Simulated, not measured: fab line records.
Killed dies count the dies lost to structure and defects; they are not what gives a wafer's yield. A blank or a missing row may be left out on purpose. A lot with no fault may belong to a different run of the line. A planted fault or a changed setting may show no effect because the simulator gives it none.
Which of the tools did it?	flow gf180mcu	11 lots, 33 wafers sampled, at 5 steps of a route of 602

WHAT EACH GAUGE READ, for each wafer
GF_V2_THK_MEAS_25: measures by xrf. Usual: for V2_W_THK the level is 350 nm and the standard deviation is 5.8.
lot	measured	on	V2_W_THK (nm)	flag
L172	day 20 20:16	film-metro-01	344 344 346	
L173	day 21 01:05	film-metro-01	345 347 348	
L176	day 22 10:01	film-metro-02	348 345 345	
L177	day 22 18:15	film-metro-02	351 346 342	
L178	day 23 05:53	film-metro-01	354 354 355	
L179	day 23 13:20	film-metro-02	344 346 342	
L181	day 24 03:45	film-metro-02	349 352 349	
L191	day 27 03:05	film-metro-02	341 344 345	
L192	day 27 12:20	film-metro-03	351 351 353	
L193	day 27 18:34	film-metro-02	358 359 360	
L194	day 28 01:20	film-metro-01	338 346 340	

GF_V3_THK_MEAS_03. Usual: for V3_CVD_02_THK the level is 850 nm and the standard deviation is 11.
lot	measured	on	V3_CVD_02_THK (nm)	flag
L172	day 21 21:40	film-metro-01	856 862 870	
L173	day 22 02:10	film-metro-04	840 848 855	
L176	day 23 10:31	film-metro-04	840 845 857	
L177	day 23 18:56	film-metro-01	848 862 845	
L178	day 24 04:53	film-metro-02	841 1158 863	OFF
L179	day 24 12:51	film-metro-04	847 851 858	
L181	day 25 02:49	film-metro-01	1160 845 850	OFF
L191	day 28 01:05	film-metro-02	843 836 860	
L192	day 28 09:37	film-metro-02	842 839 845	
L193	day 28 14:48	film-metro-02	831 839 848	
L194	day 28 22:05	film-metro-02	846 850 838	

WHAT TOOL EACH LOT RAN ON (gives the tool, then ch and the chambers of the sampled wafers, and finally the start)
lot	GF_V2_CMP_26	GF_M3_STRIP_17	GF_V3_CVD_02
L172	cmp-01 ch 0,3, day 20 20:19	plasma-asher-03 ch 0,1, day 21 20:55	pecvd-02 ch 0,1,2, day 21 21:35
L173	cmp-02 ch 1,2, day 21 01:09	plasma-asher-01 ch 1, day 22 01:26	pecvd-04 ch 0,1,2, day 22 02:06
L176	cmp-01 ch 1,2,3, day 22 10:07	plasma-asher-01 ch 0,1, day 23 09:47	pecvd-02 ch 0,1,2, day 23 10:27
L177	cmp-02 ch 0,1, day 22 18:17	plasma-asher-01 ch 0,1, day 23 18:13	pecvd-04 ch 0,1, day 23 18:51
L178	cmp-01 ch 0,1,3, day 23 05:59	plasma-asher-01 ch 0,1, day 24 04:08	pecvd-02 ch 0,2, day 24 04:48
L179	cmp-02 ch 0,1, day 23 13:23	plasma-asher-01 ch 0,1, day 24 12:08	pecvd-01 ch 0,1, day 24 12:46
L181	cmp-01 ch 0,1,3, day 24 03:52	plasma-asher-04 ch 0,1, day 25 02:05	pecvd-02 ch 0,2, day 25 02:45
L191	cmp-01 ch 0,1,2, day 27 03:09	plasma-asher-04 ch 0,1, day 28 00:14	pecvd-02 ch 1,2, day 28 01:02
L192	cmp-01 ch 0,1, day 27 12:23	plasma-asher-03 ch 0,1, day 28 08:53	pecvd-01 ch 1,2, day 28 09:33
L193	cmp-02 ch 0,1,3, day 27 18:40	plasma-asher-01 ch 0,1, day 28 14:04	pecvd-04 ch 0,1, day 28 14:44
L194	cmp-02 ch 0,2,3, day 28 01:23	plasma-asher-04 ch 0,1, day 28 21:20	pecvd-01 ch 0,1,2, day 28 22:01
- GF_V2_CMP_26: polishes, stops on SiO2, t overpolish 15 s, target thk 0 nm.
- GF_M3_STRIP_17: strips in O2/N2.
- GF_V3_CVD_02: deposits SiO2 from TEOS, target thk 850 nm, time 94.851 s.

WHAT THE TOOLS THEMSELVES READ (means of the sampled wafers that have a number; where no wafer has one, the mark that the record gives instead)
GF_V2_CMP_26. Usual: motor-current-A 10.6 A, standard deviation 0.6; overpolish-run-s 15.000 s, standard deviation 0.009; retaining-ring-pressure-frac 0.999, standard deviation 0.0052; time-to-endpoint-s 84 s, standard deviation 3.9.
lot	tool	motor-current-A (A)	overpolish-run-s (s)	retaining-ring-pressure-frac	time-to-endpoint-s (s)	flag
L172	cmp-01	11.1	14.988	0.997	85	
L173	cmp-02	10.1	15.004	1.005	84	
L176	cmp-01	11.0	15.003	0.999	82	
L177	cmp-02	10.4	15.004	1.001	82	
L178	cmp-01	11.3	14.997	0.999	85	
L179	cmp-02	10.6	15.005	0.997	83	
L181	cmp-01	10.5	15.008	0.999	82	
L191	cmp-01	10.8	14.993	0.996	85	
L192	cmp-01	11.1	14.998	1.004	85	
L193	cmp-02	10.4	14.999	0.997	85	
L194	cmp-02	10.6	15.005	1.002	80	

GF_M3_STRIP_17. Usual: drypump-motor-current-A 5.8 A, standard deviation 0.43; heater-power-w 304 W, standard deviation 11; oes-product-au 0.558 a.u., standard deviation 0.0049; strip-time-to-endpoint-s 7.88 s, standard deviation 0.044.
lot	tool	drypump-motor-current-A (A)	heater-power-w (W)	oes-product-au (a.u.)	strip-time-to-endpoint-s (s)	flag
L172	plasma-asher-03	5.8	306	0.559	7.93	
L173	plasma-asher-01	6.2	302	0.558	7.92	
L176	plasma-asher-01	6.1	298	0.561	7.88	
L177	plasma-asher-01	6.1	294	0.560	7.89	
L178	plasma-asher-01	6.1	292	0.558	7.91	
L179	plasma-asher-01	6.1	299	0.557	7.86	
L181	plasma-asher-04	5.2	313	0.556	7.84	
L191	plasma-asher-04	5.5	307	0.558	7.91	
L192	plasma-asher-03	5.8	301	0.558	7.85	
L193	plasma-asher-01	6.2	301	0.549	7.80	
L194	plasma-asher-04	5.5	306	0.561	7.96	

GF_V3_CVD_02. Usual: heater-power-w 744 W, standard deviation 100.
lot	tool	heater-power-w (W)	flag
L172	pecvd-02	766	
L173	pecvd-04	726	
L176	pecvd-02	814	
L177	pecvd-04	624	
L178	pecvd-02	785	
L179	pecvd-01	694	
L181	pecvd-02	738	
L191	pecvd-02	823	
L192	pecvd-01	713	
L193	pecvd-04	652	
L194	pecvd-01	698	

THE ANSWER, worked out from the rows above alone
Rule: a lot is off if the mean of its wafers that have a number lies more than 3 standard deviations from the usual mean. A lot without any number at a reading at which 4 lots or more have one is off too. Where the step has rows for the other lots, those lots are counted as sound. After the gauges, taken in route order, come the tools' own readings; for these a lot's mean is taken, as printed above. At the first step where some lot is off, the reading lying furthest off is the one used; lots without a number count as furthest.
Off: L178, L181, seen at GF_V3_THK_MEAS_03 (V3_CVD_02_THK).
A tool fits if, at a process step before that reading, it ran every lot that is off, and no sound lot after the first of them. The gauges at GF_V3_THK_MEAS_03 are tried like those tools. None of those tried fits.

WHAT THE SIMULATOR HAD PUT IN
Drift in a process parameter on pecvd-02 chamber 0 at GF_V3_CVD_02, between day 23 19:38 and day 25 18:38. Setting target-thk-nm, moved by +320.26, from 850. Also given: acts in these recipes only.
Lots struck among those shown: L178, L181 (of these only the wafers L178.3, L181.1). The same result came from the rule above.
